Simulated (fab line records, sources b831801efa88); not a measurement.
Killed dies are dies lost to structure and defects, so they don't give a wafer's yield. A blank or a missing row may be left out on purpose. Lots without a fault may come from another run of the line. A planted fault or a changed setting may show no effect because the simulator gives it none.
Which tool did it? | flow gf180mcu | 24 lots, 72 wafers sampled, at 6 steps of a route of 602

WHAT THE GAUGES READ, wafer by wafer
GF_V2_BOW_MEAS_05.
lot  | measured     | on            | V2_BOW (um)
L074 | day 19 05:11 | film_metro-02 | 98 106 104
L075 | day 19 13:02 | film_metro-02 | 98 99 90
L076 | day 20 01:19 | film_metro-03 | 108 99 99
L077 | day 20 07:51 | film_metro-02 | 88 88 90
L078 | day 20 20:33 | film_metro-03 | 109 104 101
L079 | day 21 06:57 | film_metro-01 | 102 95 97
L080 | day 21 11:52 | film_metro-02 | 110 103 102
L081 | day 21 22:23 | film_metro-01 | 97 101 95
L082 | day 22 11:20 | film_metro-02 | 104 98 113
L083 | day 22 19:50 | film_metro-02 | 100 97 107
L084 | day 23 01:38 | film_metro-02 | 96 84 97
L085 | day 23 11:26 | film_metro-01 | 89 84 91
L086 | day 23 19:21 | film_metro-01 | 86 86 87
L087 | day 24 03:00 | film_metro-02 | 99 97 96
L089 | day 24 13:26 | film_metro-01 | 104 113 98
L088 | day 24 19:21 | film_metro-03 | 85 96 90
L090 | day 25 00:16 | film_metro-03 | 109 100 108
L091 | day 25 13:21 | film_metro-02 | 96 85 100
L092 | day 25 20:29 | film_metro-01 | 95 97 97
L093 | day 25 21:34 | film_metro-03 | 113 102 96
L094 | day 26 07:21 | film_metro-02 | 93 91 104
L095 | day 26 12:06 | film_metro-02 | 87 95 84
L097 | day 26 23:03 | film_metro-02 | 98 95 85
L096 | day 27 02:39 | film_metro-02 | 96 88 106

GF_PASSIVATION_THK_MEAS_03.
lot  | measured     | on            | PASSIVATION_CVD_02_THK (nm)
L074 | day 28 01:29 | film_metro-03 | 693 708 705
L075 | day 28 08:56 | film_metro-02 | 701 710 710
L076 | day 28 21:14 | film_metro-03 | 694 699 695
L077 | day 28 23:29 | film_metro-02 | 687 690 695
L078 | day 29 08:41 | film_metro-03 | 706 700 715
L079 | day 29 18:35 | film_metro-03 | 694 696 683
L080 | day 29 21:47 | film_metro-03 | 694 693 704
L081 | day 30 05:54 | film_metro-02 | 692 697 698
L082 | day 30 17:45 | film_metro-02 | 699 722 718
L083 | day 31 00:11 | film_metro-02 | 678 698 689
L084 | day 31 03:45 | film_metro-03 | 693 693 694
L085 | day 31 11:23 | film_metro-01 | 699 706 723
L086 | day 31 18:35 | film_metro-01 | 696 696 696
L087 | day 31 23:17 | film_metro-03 | 689 681 695
L089 | day 32 05:52 | film_metro-01 | 686 707 703
L088 | day 32 14:17 | film_metro-03 | 680 686 692
L090 | day 32 17:52 | film_metro-01 | 681 700 711
L091 | day 33 00:50 | film_metro-02 | 681 687 697
L092 | day 33 09:03 | film_metro-03 | 689 706 710
L093 | day 33 09:26 | film_metro-02 | 677 698 689
L094 | day 33 15:13 | film_metro-02 | 684 700 702
L095 | day 33 19:29 | film_metro-02 | 695 701 693
L097 | day 34 03:59 | film_metro-02 | 693 698 696
L096 | day 34 05:49 | film_metro-02 | 682 685 698

WHICH TOOL RAN EACH LOT (tool, then ch and the chambers of the sampled wafers, then the start)
lot  | GF_M4_SPUTTER_01             | GF_V4_ETCH_17                                 | GF_V4_SPUTTER_21             | GF_MIM_SPUTTER_00
L074 | pvd_sputter-02, day 22 09:45 | rie_diel-01 ch 0,2,3, day 24 09:09 or earlier | pvd_sputter-01, day 24 09:09 | pvd_sputter-04, day 24 09:50
L075 | pvd_sputter-03, day 22 17:42 | rie_diel-02 ch 0,1,2, day 24 16:18 or earlier | pvd_sputter-01, day 24 16:18 | pvd_sputter-04, day 24 16:59
L076 | pvd_sputter-02, day 23 06:05 | rie_diel-02 ch 0,1,3, day 25 04:22 or earlier | pvd_sputter-01, day 25 04:22 | pvd_sputter-04, day 25 05:03
L077 | pvd_sputter-01, day 23 10:15 | rie_diel-01 ch 0,2,3, day 25 08:28 or earlier | pvd_sputter-02, day 25 08:28 | pvd_sputter-04, day 25 09:09
L078 | pvd_sputter-02, day 23 23:14 | rie_diel-01 ch 0,2, day 25 19:54 or earlier   | pvd_sputter-04, day 25 19:54 | pvd_sputter-02, day 25 20:35
L079 | pvd_sputter-03, day 24 08:41 | rie_diel-01 ch 1,2,3, day 26 06:20 or earlier | pvd_sputter-04, day 26 06:20 | pvd_sputter-03, day 26 07:02
L080 | pvd_sputter-02, day 24 13:12 | rie_diel-01 ch 1,2,3, day 26 10:02 or earlier | pvd_sputter-01, day 26 10:02 | pvd_sputter-03, day 26 10:49
L081 | pvd_sputter-03, day 24 21:35 | rie_diel-03 ch 1,2,3, day 26 17:20 or earlier | pvd_sputter-02, day 26 17:20 | pvd_sputter-03, day 26 18:01
L082 | pvd_sputter-02, day 25 10:39 | rie_diel-03 ch 0,1,3, day 27 07:27 or earlier | pvd_sputter-01, day 27 07:27 | pvd_sputter-02, day 27 08:08
L083 | pvd_sputter-03, day 25 19:16 | rie_diel-02 ch 1,3, day 27 14:09 or earlier   | pvd_sputter-02, day 27 14:09 | pvd_sputter-04, day 27 14:52
L084 | pvd_sputter-02, day 25 23:47 | rie_diel-01 ch 0,1, day 27 18:50 or earlier   | pvd_sputter-04, day 27 18:50 | pvd_sputter-02, day 27 19:32
L085 | pvd_sputter-02, day 26 09:38 | rie_diel-03 ch 0,1,2, day 28 03:53 or earlier | pvd_sputter-02, day 28 03:53 | pvd_sputter-04, day 28 04:35
L086 | pvd_sputter-03, day 26 16:15 | rie_diel-02 ch 0,1,2, day 28 10:01 or earlier | pvd_sputter-01, day 28 10:01 | pvd_sputter-03, day 28 10:46
L087 | pvd_sputter-02, day 26 22:51 | rie_diel-01 ch 1,3, day 28 16:24 or earlier   | pvd_sputter-01, day 28 16:24 | pvd_sputter-04, day 28 17:05
L089 | pvd_sputter-01, day 27 08:35 | rie_diel-03 ch 0,1, day 29 01:48 or earlier   | pvd_sputter-02, day 29 01:48 | pvd_sputter-03, day 29 02:29
L088 | pvd_sputter-01, day 27 14:22 | rie_diel-01 ch 1,3, day 29 07:15 or earlier   | pvd_sputter-04, day 29 07:15 | pvd_sputter-03, day 29 07:56
L090 | pvd_sputter-03, day 27 19:14 | rie_diel-03 ch 2,3, day 29 12:08 or earlier   | pvd_sputter-02, day 29 12:08 | pvd_sputter-04, day 29 12:50
L091 | pvd_sputter-02, day 28 06:22 | rie_diel-03 ch 0,2,3, day 29 23:15 or earlier | pvd_sputter-04, day 29 23:15 | pvd_sputter-03, day 29 23:56
L092 | pvd_sputter-03, day 28 14:34 | rie_diel-02 ch 0,1,2, day 30 05:53 or earlier | pvd_sputter-02, day 30 05:53 | pvd_sputter-02, day 30 06:35
L093 | pvd_sputter-02, day 28 14:47 | rie_diel-03 ch 0,3, day 30 06:51 or earlier   | pvd_sputter-04, day 30 06:51 | pvd_sputter-04, day 30 07:34
L094 | pvd_sputter-02, day 29 00:07 | rie_diel-02 ch 0,1, day 30 15:38 or earlier   | pvd_sputter-02, day 30 15:38 | pvd_sputter-02, day 30 16:40
L095 | pvd_sputter-02, day 29 05:23 | rie_diel-01 ch 1,2,3, day 30 20:27 or earlier | pvd_sputter-04, day 30 20:27 | pvd_sputter-03, day 30 21:08
L097 | pvd_sputter-03, day 29 15:04 | rie_diel-01 ch 0,2,3, day 31 05:36 or earlier | pvd_sputter-02, day 31 05:36 | pvd_sputter-04, day 31 06:17
L096 | pvd_sputter-02, day 29 17:36 | rie_diel-03 ch 0,1,2, day 31 07:33 or earlier | pvd_sputter-02, day 31 07:33 | pvd_sputter-04, day 31 08:15
- GF_M4_SPUTTER_01: material TiN, target thk 30 nm, time 25 s.
- GF_V4_ETCH_17: etches SiO2 in C4F8/O2/Ar, stops on TiN, target depth 630 nm.
- GF_V4_SPUTTER_21: material Ti, target thk 15 nm, time 80.02 s.
- GF_MIM_SPUTTER_00: material Ti, target thk 37.5 nm, time 150 s.

WHAT THE TOOLS THEMSELVES READ (means of the sampled wafers that have a number; where no wafer has one, the mark that the record gives instead)
GF_M4_SPUTTER_01.
lot  | tool           | throttle_valve_pct (%)
L074 | pvd_sputter-02 | 29.9
L075 | pvd_sputter-03 | 29.5
L076 | pvd_sputter-02 | 28.9
L077 | pvd_sputter-01 | 30.2
L078 | pvd_sputter-02 | 29.7
L079 | pvd_sputter-03 | 29.6
L080 | pvd_sputter-02 | 30.0
L081 | pvd_sputter-03 | 30.1
L082 | pvd_sputter-02 | 29.8
L083 | pvd_sputter-03 | 30.1
L084 | pvd_sputter-02 | 30.9
L085 | pvd_sputter-02 | 28.8
L086 | pvd_sputter-03 | 29.8
L087 | pvd_sputter-02 | 29.0
L089 | pvd_sputter-01 | 30.7
L088 | pvd_sputter-01 | 30.7
L090 | pvd_sputter-03 | 29.9
L091 | pvd_sputter-02 | 29.0
L092 | pvd_sputter-03 | 29.7
L093 | pvd_sputter-02 | 30.0
L094 | pvd_sputter-02 | 30.0
L095 | pvd_sputter-02 | 28.8
L097 | pvd_sputter-03 | 30.4
L096 | pvd_sputter-02 | 29.1

GF_V4_ETCH_17.
lot  | tool        | oes_product_au (a.u.)
L074 | rie_diel-01 | 0.857
L075 | rie_diel-02 | 0.857
L076 | rie_diel-02 | 0.861
L077 | rie_diel-01 | 0.857
L078 | rie_diel-01 | 0.854
L079 | rie_diel-01 | 0.860
L080 | rie_diel-01 | 0.856
L081 | rie_diel-03 | 0.854
L082 | rie_diel-03 | 0.852
L083 | rie_diel-02 | 0.856
L084 | rie_diel-01 | 0.862
L085 | rie_diel-03 | 0.857
L086 | rie_diel-02 | 0.856
L087 | rie_diel-01 | 0.854
L089 | rie_diel-03 | 0.858
L088 | rie_diel-01 | 0.854
L090 | rie_diel-03 | 0.862
L091 | rie_diel-03 | 0.853
L092 | rie_diel-02 | 0.858
L093 | rie_diel-03 | 0.858
L094 | rie_diel-02 | 0.852
L095 | rie_diel-01 | 0.856
L097 | rie_diel-01 | 0.854
L096 | rie_diel-03 | 0.857

GF_V4_SPUTTER_21.
lot  | tool           | throttle_valve_pct (%)
L074 | pvd_sputter-01 | 30.6
L075 | pvd_sputter-01 | 30.2
L076 | pvd_sputter-01 | 30.3
L077 | pvd_sputter-02 | 29.8
L078 | pvd_sputter-04 | 30.2
L079 | pvd_sputter-04 | 30.3
L080 | pvd_sputter-01 | 30.3
L081 | pvd_sputter-02 | 29.7
L082 | pvd_sputter-01 | 30.3
L083 | pvd_sputter-02 | 30.7
L084 | pvd_sputter-04 | 30.2
L085 | pvd_sputter-02 | 29.6
L086 | pvd_sputter-01 | 30.5
L087 | pvd_sputter-01 | 30.5
L089 | pvd_sputter-02 | 29.6
L088 | pvd_sputter-04 | 30.3
L090 | pvd_sputter-02 | 29.0
L091 | pvd_sputter-04 | 30.1
L092 | pvd_sputter-02 | 30.0
L093 | pvd_sputter-04 | 30.2
L094 | pvd_sputter-02 | 30.0
L095 | pvd_sputter-04 | 30.3
L097 | pvd_sputter-02 | 29.4
L096 | pvd_sputter-02 | 30.1

GF_MIM_SPUTTER_00.
lot  | tool           | throttle_valve_pct (%)
L074 | pvd_sputter-04 | 30.4
L075 | pvd_sputter-04 | 30.1
L076 | pvd_sputter-04 | 30.0
L077 | pvd_sputter-04 | 30.2
L078 | pvd_sputter-02 | 29.8
L079 | pvd_sputter-03 | 29.7
L080 | pvd_sputter-03 | 29.8
L081 | pvd_sputter-03 | 30.2
L082 | pvd_sputter-02 | 28.8
L083 | pvd_sputter-04 | 30.1
L084 | pvd_sputter-02 | 30.5
L085 | pvd_sputter-04 | 30.5
L086 | pvd_sputter-03 | 29.8
L087 | pvd_sputter-04 | 30.1
L089 | pvd_sputter-03 | 30.0
L088 | pvd_sputter-03 | 29.5
L090 | pvd_sputter-04 | 29.9
L091 | pvd_sputter-03 | 30.2
L092 | pvd_sputter-02 | 29.3
L093 | pvd_sputter-04 | 30.1
L094 | pvd_sputter-02 | 29.9
L095 | pvd_sputter-03 | 30.1
L097 | pvd_sputter-04 | 30.2
L096 | pvd_sputter-04 | 30.4

THE ANSWER, worked out from the rows above alone
Rule: what is usual is taken from the lots themselves. Put in order of their means at a reading, lots are off if they are a third of the lots or fewer, leave a main group of 4 or more, and stand apart from it by a gap of 3 or more times the standard deviation of the main group's means; of several such gaps the widest counts. A main group whose means are all the same, to the digits that the tables above print for the reading, isn't used. A lot without any number at a reading at which 4 lots or more have one is off too. The other lots that the step has rows for count as sound. The gauges are gone through in route order, then the tools' own readings, and for those a lot's mean is taken as printed above. The first step at which some lot is off is used, and at that step the reading that is off furthest; a lot without a number counts as furthest.
No lot is off at any reading shown: from this, nothing can be told.

WHAT THE SIMULATOR HAD PUT IN
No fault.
